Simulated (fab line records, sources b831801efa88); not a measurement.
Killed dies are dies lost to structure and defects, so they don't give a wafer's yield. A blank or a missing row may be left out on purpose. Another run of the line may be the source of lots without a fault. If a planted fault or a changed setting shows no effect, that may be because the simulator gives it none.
One fault seen from 2 desks	flow gf180mcu	each desk holds nothing but its own numbers, with what lay behind them at the end

== METROLOGY DESK ==
Means of the sampled wafers that have a number, per lot and without regard to the tool the lot ran on: this is what the gauges read. Marked OUT: a lot whose mean sits more than 4 standard deviations from the usual mean, which makes it out of limits; the brackets give that distance.
Columns: A = cd-nm at GF_V2_CD_MEAS_14, usual 260.1 nm
lot	first seen here	A
L374	day 21 00:33	258.5
L375	day 21 20:55	262.1
L376	day 22 00:30	259.9
L377	day 22 10:10	262.2
L379	day 23 00:42	259.0
L380	day 23 08:06	258.8
L382	day 24 00:06	259.5
L383	day 24 15:10	261.6
L391	day 26 17:26	259.7
L392	day 26 23:11	261.0
L394	day 27 12:58	260.2
L395	day 27 19:21	261.8
Result from this desk: across the 12 lots, nothing is out of limits.

== AT THE TOOL OWNER'S DESK: rie-metal-03 ==
The tool's own readings at GF_M3_METAL_ETCH_16 (etches the open film in Cl2/BCl3, stops on SiO2, target depth 627.5 nm, time 104.6 s): means of the sampled wafers that have a number, for each lot that ran on this tool. Marked OUT: a lot whose mean sits more than 4 standard deviations from the usual mean, which makes it out of limits; the brackets give that distance.
Columns: A = bias-w at GF_M3_METAL_ETCH_16, usual 140.1 W; B = drypump-motor-current-A at GF_M3_METAL_ETCH_16, usual 5.65 A; C = mfc-cl2-sccm at GF_M3_METAL_ETCH_16, usual 79.97 sccm; D = oes-product-au at GF_M3_METAL_ETCH_16, usual 0.971 a.u.; E = throttle-valve-pct at GF_M3_METAL_ETCH_16, usual 28.251 %
lot	first seen here	A	B	C	D	E
L374	day 22 02:36	140.4	5.99	79.90	0.972	28.242
L377	day 23 10:55	139.8	5.97	79.81	0.978	28.237
L379	day 24 01:10	140.0	5.89	80.47	0.975	28.246
L383	day 25 14:27	162.2 (+57) OUT	5.96	79.89	0.966	28.262
This desk finds L383 out of limits, L383 being first, at day 25 14:27 (bias-w at GF_M3_METAL_ETCH_16). L374, L377, L379: within limits.

== TAKEN TOGETHER ==
An alarm could have come from the tool owner's desk at day 25 14:27, on L383.
At the metrology desk, nothing out of limits was observed.
The metrology desk holds a record of L383, inside its limits.
Of the lots named, all ran GF_M3_METAL_ETCH_16 on rie-metal-03.

== WHAT THE SIMULATOR HAD PUT IN ==
rie-metal-03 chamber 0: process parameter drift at GF_M3_METAL_ETCH_16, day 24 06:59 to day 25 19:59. A move of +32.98 in setting bias-w, from 140. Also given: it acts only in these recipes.
Shown lots that were struck: L383.
Delay in hours, fault start to first out-of-limits reading, by desk: the tool owner's desk at 31.
